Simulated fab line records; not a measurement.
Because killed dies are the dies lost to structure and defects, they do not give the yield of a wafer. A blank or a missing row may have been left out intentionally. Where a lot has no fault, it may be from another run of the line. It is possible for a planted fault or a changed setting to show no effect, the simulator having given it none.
Problem report, 8D (eight disciplines) form, completed by code	flow sky130	the parts of the form that need people (team, actions taken, sign-off) are left out

## 1. WHAT WENT WRONG
Wafers without a fault read 23.00 C, standard deviation 0.11; developer-temp-C at SKY_VT_ADJUST_HVTP_DEVELOP_06 reads a mean of 23.87 C on 6 wafers belonging to 2 lots. Measured from the usual mean, that is +7.9 standard deviations.
The step: develop time 60 s.
Seen first at day 9 16:23 on litho-track-02, wafer L459.2. The record holds 39 wafers of 13 lots with a number at this step. Rule for "out", or "out of limits": more than 4 standard deviations from the usual mean. Any other wafer with a number is counted as sound.

## 2. WHAT THIS IS AND IS NOT
question	is	is not
which readings at this step	developer-temp-C	chill-plate-temp-C
which lots	L459, L461	L445, L446, L447, L451, L453, L455, L458, L465, L466, L467, L468
which wafers of those lots	all that have a number	-
read on which tools	litho-track-02	litho-track-03, litho-track-04
when	from day 9 16:23	up to then (21 sound wafers); but 12 sound wafers of L465, L466, L467, L468 came after

## 3. THE SUSPECTS, EACH WITH WHAT RULES IT OUT
Counting: a tool at a process step up to the reading stays a suspect if it ran every lot that is out and no sound lot after the first of them.
- litho-track-02 at SKY_VT_ADJUST_HVTP_DEVELOP_06 (develop time 60 s): kept. It ran every lot that is out, first L459 (day 9 16:23), and no sound lot after that; its last sound lot up to then is L458 (day 9 09:13). On those wafers its own readings are out: developer-temp-C.
After counting, what remains is litho-track-02 at SKY_VT_ADJUST_HVTP_DEVELOP_06.

## 4. THE CAUSE (what the simulator had put in)
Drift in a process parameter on litho-track-02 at SKY_VT_ADJUST_HVTP_DEVELOP_06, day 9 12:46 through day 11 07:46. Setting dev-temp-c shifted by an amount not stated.
Only this tool survived the counting.

## 5. SEQUENCE OF EFFECTS, ordered by route
One row per reading whose mean, taken over the struck wafers that have a number, lies over 3 standard deviations from the usual. Readings are gone through only where the record gives a usual standard deviation; hours: the median, over the lots, of the time from a lot's start at the first step in this table giving one to that lot's start at this step; sigmas: the change measured in usual standard deviations.
hours	step	reading	usual	on struck wafers	change	sigmas
0	SKY_VT_ADJUST_HVTP_DEVELOP_06	developer-temp-C	23.00 C	23.87	+0.87	+7.9
Here are the process steps it includes:
- SKY_VT_ADJUST_HVTP_DEVELOP_06: develop time 60 s.
Later steps that measure or inspect, where all struck wafers having a row at the step show a number for every such reading and not one has moved that far: SKY_VT_ADJUST_HVTP_OVL_MEAS_08.

## 6. WHAT WOULD HAVE CAUGHT IT SOONER
First out-of-limits reading in this record: day 9 16:23, which is 4 hours after fault onset at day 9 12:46.
